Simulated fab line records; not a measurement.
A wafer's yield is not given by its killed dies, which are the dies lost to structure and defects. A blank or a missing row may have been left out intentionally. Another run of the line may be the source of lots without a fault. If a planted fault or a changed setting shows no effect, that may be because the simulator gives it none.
What tool caused it? + flow sfq line + Sampling: 14 lots, 42 wafers, 3 of 325 route steps

== WHAT THE GAUGES SHOWED, per wafer ==
Not one reading of a measure or inspect step in the record can be checked against a usual standard deviation.

== EACH LOT AND THE TOOL THAT RAN IT (in order: tool; ch and the chambers of the sampled wafers; start) ==
| lot  | SFQ_TRILAYER_JJ_TRILAYER_DEP_SPUTTER_109 | SFQ_TRILAYER_M5_ETCH_METAL_ETCH_126 | SFQ_TRILAYER_R5_LITHO_EXPOSE_137  |
|------|------------------------------------------|-------------------------------------|-----------------------------------|
| L138 | pvd sputter-05, day 50 09:32             | rie metal-03 ch 0,1, day 51 03:38   | krf scanner-01 ch 0, day 57 03:59 |
| L139 | pvd sputter-03, day 50 14:20             | rie metal-01 ch 0,1, day 51 04:50   | krf scanner-01 ch 0, day 57 06:35 |
| L141 | pvd sputter-03, day 50 18:49             | rie metal-01 ch 0,1, day 51 17:38   | krf scanner-02 ch 0, day 57 12:16 |
| L142 | pvd sputter-03, day 52 17:38             | rie metal-04 ch 0,1, day 58 08:52   | krf scanner-01 ch 0, day 63 10:27 |
| L148 | pvd sputter-06, day 53 21:23             | rie metal-04 ch 0,1, day 59 06:32   | krf scanner-01, day 64 03:27      |
| L149 | pvd sputter-05, day 54 04:20             | rie metal-04 ch 0,1, day 59 15:03   | krf scanner-01, day 64 09:27      |
| L153 | pvd sputter-05, day 54 17:58             | rie metal-01 ch 0,1, day 60 01:47   | krf scanner-02 ch 0, day 64 22:22 |
| L154 | pvd sputter-06, day 54 20:22             | rie metal-04 ch 0,1, day 60 03:03   | krf scanner-02 ch 0, day 64 23:58 |
| L155 | pvd sputter-06, day 55 04:19             | rie metal-04 ch 0,1, day 60 07:47   | krf scanner-02 ch 0, day 65 02:10 |
| L156 | pvd sputter-05, day 55 07:18             | rie metal-03 ch 0,1, day 60 09:03   | krf scanner-02 ch 0, day 65 04:58 |
| L157 | pvd sputter-06, day 55 10:54             | rie metal-03 ch 0,1, day 60 18:35   | krf scanner-02 ch 0, day 65 16:22 |
| L158 | pvd sputter-06, day 55 22:05             | rie metal-04 ch 1, day 61 03:14     | krf scanner-02 ch 0, day 65 21:22 |
| L159 | pvd sputter-05, day 55 23:53             | rie metal-03 ch 0,1, day 61 04:19   | krf scanner-02 ch 0, day 65 22:22 |
| L161 | pvd sputter-05, day 56 08:17             | rie metal-04 ch 1, day 61 09:10     | krf scanner-02 ch 0, day 66 03:10 |
- SFQ_TRILAYER_JJ_TRILAYER_DEP_SPUTTER_109: material Nb, target thk 150 nm, time 100 s.
- SFQ_TRILAYER_M5_ETCH_METAL_ETCH_126: etches Nb in Cl2/BCl3, stops on SiO2, time 203.2 s, target depth 265 nm.
- SFQ_TRILAYER_R5_LITHO_EXPOSE_137: exposes mask R5, target cd 500 nm.

== AS READ BY THE TOOLS THEMSELVES (means over the sampled wafers that have a number; for cases with no such wafer, the mark the record gives instead) ==
SFQ_TRILAYER_JJ_TRILAYER_DEP_SPUTTER_109.
| lot  | tool           | base pressure pa (Pa) | cathode dc power W (W) | throttle valve pct (%) |
|------|----------------|-----------------------|------------------------|------------------------|
| L138 | pvd sputter-05 | 1.33e-06              | 2000.1                 | 30.1                   |
| L139 | pvd sputter-03 | 1.31e-06              | 2000.2                 | 30.4                   |
| L141 | pvd sputter-03 | 1.33e-06              | 2000.1                 | 29.6                   |
| L142 | pvd sputter-03 | 1.30e-06              | 1999.9                 | 31.3                   |
| L148 | pvd sputter-06 | -                     | -                      | -                      |
| L149 | pvd sputter-05 | -                     | -                      | -                      |
| L153 | pvd sputter-05 | 1.28e-06              | 1999.9                 | 29.9                   |
| L154 | pvd sputter-06 | 1.45e-06              | 2000.0                 | 29.0                   |
| L155 | pvd sputter-06 | 1.30e-06              | 2000.0                 | 30.0                   |
| L156 | pvd sputter-05 | 1.36e-06              | 1999.9                 | 30.0                   |
| L157 | pvd sputter-06 | 1.36e-06              | 2000.0                 | 29.9                   |
| L158 | pvd sputter-06 | 1.31e-06              | 2000.2                 | 30.8                   |
| L159 | pvd sputter-05 | 1.24e-06              | 2000.1                 | 30.7                   |
| L161 | pvd sputter-05 | 1.30e-06              | 2000.1                 | 30.0                   |

SFQ_TRILAYER_M5_ETCH_METAL_ETCH_126.
| lot  | tool         | chamber pressure mTorr (mTorr) | drypump motor current A (A) | oes product au (a.u.) |
|------|--------------|--------------------------------|-----------------------------|-----------------------|
| L138 | rie metal-03 | 10.002                         | 5.4                         | 0.731                 |
| L139 | rie metal-01 | 10.000                         | 6.0                         | 0.725                 |
| L141 | rie metal-01 | 10.008                         | 6.1                         | 0.728                 |
| L142 | rie metal-04 | 9.993                          | 5.7                         | 0.729                 |
| L148 | rie metal-04 | 10.001                         | 5.6                         | 0.375                 |
| L149 | rie metal-04 | 10.002                         | 5.7                         | 0.375                 |
| L153 | rie metal-01 | 10.000                         | 6.0                         | 0.734                 |
| L154 | rie metal-04 | 9.999                          | 5.7                         | 0.732                 |
| L155 | rie metal-04 | 10.003                         | 5.7                         | 0.725                 |
| L156 | rie metal-03 | 9.988                          | 5.4                         | 0.729                 |
| L157 | rie metal-03 | 10.001                         | 5.7                         | 0.735                 |
| L158 | rie metal-04 | 9.991                          | 5.5                         | 0.736                 |
| L159 | rie metal-03 | 10.009                         | 5.4                         | 0.731                 |
| L161 | rie metal-04 | 10.006                         | 5.5                         | 0.737                 |

SFQ_TRILAYER_R5_LITHO_EXPOSE_137.
| lot  | tool           | exposure dose mJ cm2 | focus offset nm (nm) |
|------|----------------|----------------------|----------------------|
| L138 | krf scanner-01 | 14.421               | -0.3                 |
| L139 | krf scanner-01 | 14.419               | -0.5                 |
| L141 | krf scanner-02 | 14.393               | -0.3                 |
| L142 | krf scanner-01 | 14.399               | -0.1                 |
| L148 | krf scanner-01 | -                    | -                    |
| L149 | krf scanner-01 | -                    | -                    |
| L153 | krf scanner-02 | 14.394               | 0.1                  |
| L154 | krf scanner-02 | 14.405               | 0.1                  |
| L155 | krf scanner-02 | 14.386               | -0.5                 |
| L156 | krf scanner-02 | 14.410               | 0.2                  |
| L157 | krf scanner-02 | 14.400               | -0.4                 |
| L158 | krf scanner-02 | 14.390               | 0.3                  |
| L159 | krf scanner-02 | 14.387               | -0.5                 |
| L161 | krf scanner-02 | 14.374               | 0.3                  |

== THE ANSWER, worked out from the rows above alone ==
Rule: the lots themselves supply what counts as usual. Put in order of their means at a reading, lots are off if they are a third of the lots or fewer, leave a main group of 4 or more, and stand apart from it by a gap of 3 or more times the standard deviation of the main group's means; of several such gaps the widest counts. A main group is skipped when, at the precision printed for the reading in the tables above, its means are all equal. A lot without any number at a reading at which 4 lots or more have one is off too. The other lots that the step has rows for count as sound. First the gauges in route order, then the tools' own readings, where a lot's mean is used as printed above. The first step at which some lot is off is used, and at that step the reading that is off furthest; a lot without a number counts as furthest.
Off: L148, L149 (SFQ_TRILAYER_JJ_TRILAYER_DEP_SPUTTER_109, base pressure pa). Without a number there: L148, L149. The main group has a mean of 1.32e-06 Pa with a standard deviation of 5e-08.
A tool fits if, at that step or a process step before it, it ran every lot that is off, and no sound lot after the first of them. None of those tried fits.

== WHAT THE SIMULATOR PUT IN ==
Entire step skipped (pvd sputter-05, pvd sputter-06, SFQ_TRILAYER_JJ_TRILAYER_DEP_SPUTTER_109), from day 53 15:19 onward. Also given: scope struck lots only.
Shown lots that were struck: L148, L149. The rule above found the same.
